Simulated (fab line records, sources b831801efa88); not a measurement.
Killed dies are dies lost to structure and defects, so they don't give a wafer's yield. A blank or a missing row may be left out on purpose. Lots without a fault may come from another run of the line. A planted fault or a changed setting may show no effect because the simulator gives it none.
Which tool did it? | flow sky130 | 11 lots, 33 wafers sampled, at 3 steps of a route of 708

WHAT THE GAUGES READ, wafer by wafer
SKY_NWELL_TW_MEAS_15.
lot  | measured     | on            | NWELL_TW
L767 | day 4 10:50  | film_metro-04 | 1818 1824 1840
L768 | day 4 21:36  | film_metro-04 | 1822 1839 1837
L770 | day 5 05:05  | film_metro-02 | 1801 1808 1821
L771 | day 5 09:25  | film_metro-02 | 1805 1805 1815
L774 | day 6 05:01  | film_metro-02 | 1820 1810 1811
L780 | day 7 15:08  | film_metro-02 | 30 30 30 30 30 30
L784 | day 8 23:47  | film_metro-04 | 1835 1843 1840
L785 | day 9 03:59  | film_metro-03 | 1830 1817 1833
L788 | day 9 18:44  | film_metro-03 | 1815 1815 1827
L789 | day 9 21:41  | film_metro-02 | 1803 1802 1808
L790 | day 10 05:23 | film_metro-02 | 1837 1826 1843

WHICH TOOL RAN EACH LOT (tool, then ch and the chambers of the sampled wafers, then the start)
lot  | SKY_PWDE_STRIP_09                   | SKY_NWELL_STRIP_14
L767 | plasma_asher-03 ch 0,1, day 3 17:18 | plasma_asher-01 ch 1, day 4 10:43
L768 | plasma_asher-03 ch 0,1, day 4 04:07 | plasma_asher-01 ch 0,1, day 4 21:30
L770 | plasma_asher-03 ch 0,1, day 4 11:15 | plasma_asher-01 ch 0,1, day 5 04:59
L771 | plasma_asher-01 ch 0,1, day 4 16:41 | plasma_asher-01 ch 0,1, day 5 09:17
L774 | plasma_asher-01 ch 0,1, day 5 11:21 | plasma_asher-02 ch 0,1, day 6 04:55
L780 | plasma_asher-01 ch 0,1, day 6 18:46 | plasma_asher-01 ch 0,1, day 7 15:02
L784 | plasma_asher-03 ch 0,1, day 8 02:08 | plasma_asher-03 ch 0,1, day 8 23:41
L785 | plasma_asher-04 ch 0,1, day 8 06:28 | plasma_asher-03 ch 0,1, day 9 03:52
L788 | plasma_asher-03 ch 0,1, day 8 20:52 | plasma_asher-01 ch 0, day 9 18:37
L789 | plasma_asher-04 ch 0,1, day 8 23:34 | plasma_asher-03 ch 0,1, day 9 21:35
L790 | plasma_asher-03 ch 0,1, day 9 06:57 | plasma_asher-01 ch 0,1, day 10 05:16
- SKY_PWDE_STRIP_09: strips in O2/N2.
- SKY_NWELL_STRIP_14: strips in O2/N2.

THE ANSWER, worked out from the rows above alone
Rule: what is usual is taken from the lots themselves. Put in order of their means at a reading, lots are off if they are a third of the lots or fewer, leave a main group of 4 or more, and stand apart from it by a gap of 3 or more times the standard deviation of the main group's means; of several such gaps the widest counts. A main group whose means are all the same, to the digits that the tables above print for the reading, isn't used. A lot without any number at a reading at which 4 lots or more have one is off too. The other lots that the step has rows for count as sound.
Off: L780, at SKY_NWELL_TW_MEAS_15 (NWELL_TW). The main group: mean 1822, standard deviation 12.
A tool fits if, at a process step before that reading, it ran every lot that is off, and no sound lot after the first of them. The gauges at SKY_NWELL_TW_MEAS_15 are tried like those tools. One fits: plasma_asher-01 at SKY_PWDE_STRIP_09. Its last sound lot is L774 (day 5 11:21), its first lot that is off L780 (day 6 18:46): a fault that began between those two fits.

WHAT THE SIMULATOR HAD PUT IN
Strip aborted: plasma_asher-01, from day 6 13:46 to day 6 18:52, at SKY_PWDE_STRIP_09. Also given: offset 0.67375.
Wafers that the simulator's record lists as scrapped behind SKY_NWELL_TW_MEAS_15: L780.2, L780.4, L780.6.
Lots struck among those shown: L780. The rule above found the same.
